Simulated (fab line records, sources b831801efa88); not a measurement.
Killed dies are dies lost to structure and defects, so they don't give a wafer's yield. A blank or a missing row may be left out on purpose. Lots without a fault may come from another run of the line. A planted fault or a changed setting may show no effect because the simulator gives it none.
Chamber matching | flow gf180mcu | GF_STI_CVD_23 on hdpcvd-02: 3 sister chambers
The step deposits SiO2, target thk 650 nm, time 108.3 s. 18 wafers are shown with their chamber, then 9 later ones without.

WAFERS WITH THEIR CHAMBER
wafer  | chamber | pressure_mtorr (mTorr) | susceptor_temp_C (C)
L625.1 | 2       | 6.010                  | 600.17
L625.2 | 1       | 6.013                  | 600.13
L625.6 | 1       | 6.002                  | 600.59
L627.2 | 1       | 6.007                  | 599.99
L627.3 | 0       | 6.000                  | 599.97
L627.5 | 0       | 6.008                  | 600.11
L628.2 | 2       | 5.974                  | 599.96
L628.3 | 1       | 6.014                  | 599.96
L628.6 | 0       | 6.016                  | 599.86
L630.2 | 0       | 6.003                  | 600.08
L630.3 | 2       | 5.999                  | 600.08
L630.6 | 2       | 6.011                  | 600.02
L634.1 | 2       | 5.974                  | 600.27
L634.2 | 1       | 6.007                  | 599.80
L634.3 | 0       | 5.993                  | 600.19
L635.1 | 0       | 6.004                  | 599.87
L635.4 | 2       | 6.020                  | 600.32
L635.6 | 1       | 5.999                  | 600.19

SIGNATURES (means of the wafers above)
reading          | chamber 0 | chamber 1 | chamber 2 | scatter within a chamber
pressure_mtorr   | 6.00400   | 6.00700   | 5.99800   | 0.0127
susceptor_temp_C | 600.0133  | 600.1100  | 600.1367  | 0.194
Rule: a wafer's distance from a chamber is the root of the sum, over the readings, of the square of ((its reading less the chamber's mean) divided by the reading's scatter). The wafer belongs to the nearest chamber; if the next one is less than 2 further off, it can't be placed. The scatter: the root of (the sum of the squares of (reading less its chamber's mean) over the shown wafers, divided by (wafers less chambers)).

WAFERS WITHOUT THEIR CHAMBER
wafer  | pressure_mtorr (mTorr) | susceptor_temp_C (C)
L636.2 | 5.985                  | 600.20
L636.5 | 5.990                  | 599.32
L636.6 | 6.009                  | 600.01
L637.2 | 5.991                  | 599.85
L637.3 | 5.996                  | 600.18
L637.6 | 5.990                  | 599.99
L639.1 | 6.002                  | 600.06
L639.4 | 5.992                  | 600.02
L639.6 | 5.988                  | 600.19

WHICH CHAMBER EACH WENT THROUGH
wafer  | from the rows above          | in truth
L636.2 | can't be placed: 2 or 0 or 1 | 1
L636.5 | can't be placed: 0 or 2 or 1 | 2
L636.6 | can't be placed: 0 or 1 or 2 | 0
L637.2 | can't be placed: 0 or 2 or 1 | 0
L637.3 | can't be placed: 2 or 1 or 0 | 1
L637.6 | can't be placed: 2 or 0 or 1 | 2
L639.1 | can't be placed: 0 or 1 or 2 | 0
L639.4 | can't be placed: 2 or 0 or 1 | 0
L639.6 | can't be placed: 2 or 1 or 0 | 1
Placed correctly: 0 of 9. Can't be placed from these rows: 9 (the true chamber is among the candidates in 9). Placed wrongly: 0.
